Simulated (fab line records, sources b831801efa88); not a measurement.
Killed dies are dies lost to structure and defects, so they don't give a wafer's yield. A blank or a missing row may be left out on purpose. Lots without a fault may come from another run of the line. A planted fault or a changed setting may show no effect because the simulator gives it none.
A struck lot beside a sound one | flow sky130 | 17 steps out of a route of 708
Sound: wafers L521.1, L521.5, L521.6. Struck: wafers L524.2, L524.3, L524.4. The cause comes at the end.
At each step with rows: each side's tool, then ch and its chambers, then its first start. Under that, the readings that differ: sound wafers | struck wafers | difference of the means | sigmas: that difference in standard deviations of wafers without a fault.
alike: readings whose means differ by less than 2 such deviations, and words and numbers that are the same on both sides. not compared: withheld readings, readings that some wafer has no value for, bounds like >300 that may hide the same value, and numbers for which the record gives no deviation and whose values overlap.
The two part at a step that has a row with sigmas, a row that says differs or no value, or rows on one side only. Numbers that don't overlap but have no deviation are shown without sigmas and don't part them. A reading that every wafer of one side lacks parts them only if that side has two wafers or more.

first, 5 steps without rows for these wafers: SKY_SD_N_COAT_02 (resist thk 1140 nm); SKY_SD_N_SOFTBAKE_03 (time 60 s); SKY_SD_N_EXPOSE_04 (exposes mask NSDM, target cd 380 nm); SKY_SD_N_PEB_05; SKY_SD_N_DEVELOP_06 (develop time 60 s).
SKY_SD_N_CD_MEAS_07: target cd 380 nm.
  sound on cd_sem-01, day 33 05:37; struck on cd_sem-01, day 33 12:17
  alike: cd_nm
SKY_SD_N_OVL_MEAS_08:
  sound on overlay-02, day 33 05:44; struck on overlay-02, day 33 12:23
  alike: SD_N_OVL
then, 2 steps without rows for these wafers: SKY_SD_N_IMPLANT_09; SKY_SD_N_IMPLANT_10.
SKY_SD_N_STRIP_11: strips in O2/N2.
  sound on plasma_asher-01 ch 0,1, day 33 06:04; struck on plasma_asher-02 ch 0,1, day 33 12:43
  alike: drypump_motor_current_A, oes_product_au, strip_time_to_endpoint_s
  not compared: rf_hours_counter_h
SKY_SD_N_TW_MEAS_12:
  sound on film_metro-01, day 33 06:10; struck on film_metro-02, day 33 12:50
  reading | sound          | struck         | difference | sigmas
  SD_N_TW | 3879 3874 3898 | 3936 3942 3931 | +53        | +2
then, 1 step without rows for these wafers: SKY_SD_N_CLEAN_13 (cleans in SC1/SC2, time 150 s).
SKY_SD_N_RTA_14: time 2 s.
  sound on rtp_anneal-01 ch 0, day 33 06:17; struck on rtp_anneal-02 ch 0, day 33 12:56
  reading            | sound             | struck            | difference | sigmas
  lamp_power_pct (%) | 15.73 15.71 15.68 | 14.69 14.69 14.66 | -1.03      | -21
  alike: wafer_temp_C_max
SKY_SD_N_RS_MEAS_16: measures by four-point-probe.
  sound on film_metro-02, day 33 06:28; struck on film_metro-02, day 33 13:07
  reading          | sound             | struck            | difference | sigmas
  SD_N_RS (ohm/sq) | 68.65 68.58 68.64 | 73.47 73.60 73.58 | +4.93      | +49
SKY_SD_N_RS_MEAS_17: measures by four-point-probe.
  sound on film_metro-02, day 33 06:35; struck on film_metro-02, day 33 13:14
  reading          | sound             | struck            | difference | sigmas
  SD_P_RS (ohm/sq) | 146.9 147.6 147.1 | 176.4 176.9 177.0 | +29.6      | +95
SKY_SD_N_RS_MEAS_18: measures by four-point-probe.
  sound on film_metro-02, day 33 06:42; struck on film_metro-02, day 33 13:22
  alike: RES_XHIGH_RS
-- the record jumps here: 16 days lie between the struck wafers' starts before and after (it left off in module SD_N and takes up again in module PAD_OPEN, whose first step shown is number 708 of the route) --
SKY_PAD_OPEN_PROBE_99:
  sound on prober-02, day 49 15:02; struck on prober-02, day 49 20:36
  reading                                | sound             | struck            | difference | sigmas
  model.etest.res_xhigh_po.line_ohm_um   | 5839 5775 5762    | 7770 7811 7641    | +1949      |
  model.etest.res_xhigh_po.rs_ohm_sq     | 2053 2043 1998    | 2689 2755 2687    | +679       |
  model.etest.pfet_01v8.r_on_ohm_um      | 2719 2761 2764    | 3253 3198 3248    | +485       |
  model.etest.tip_p.rs_ohm_sq            | 6755 6835 6754    | 7062 7134 7126    | +326       |
  model.etest.res_pdiff.line_ohm_um      | 1337 1342 1361    | 1714 1695 1717    | +362       |
  model.etest.res_high_po.line_ohm_um    | 758.1 738.8 752.8 | 973 996.2 961.9   | +227       |
  model.etest.licon_high_po.rc_ohm       | 356.8 348.7 348.1 | 553.4 545.5 552.2 | +199.2     |
  model.etest.pfet_g5v0d10v5.r_on_ohm_um | 4768 4727 4767    | 4922 4950 4905    | +172       |
  alike: killed_at_M0_to_M3, killed_at_M4_up, killed_at_contacts, killed_at_front_end, killed_at_other, killed_dies, killed_on_rim, killed_open, killed_short

WHERE THEY PART
First at SKY_SD_N_TW_MEAS_12; last, within this record, at SKY_SD_N_RS_MEAS_17. Later steps at which nothing parts them and some readings are alike: SKY_SD_N_RS_MEAS_18, SKY_PAD_OPEN_PROBE_99.

WHY: what the simulator had put in
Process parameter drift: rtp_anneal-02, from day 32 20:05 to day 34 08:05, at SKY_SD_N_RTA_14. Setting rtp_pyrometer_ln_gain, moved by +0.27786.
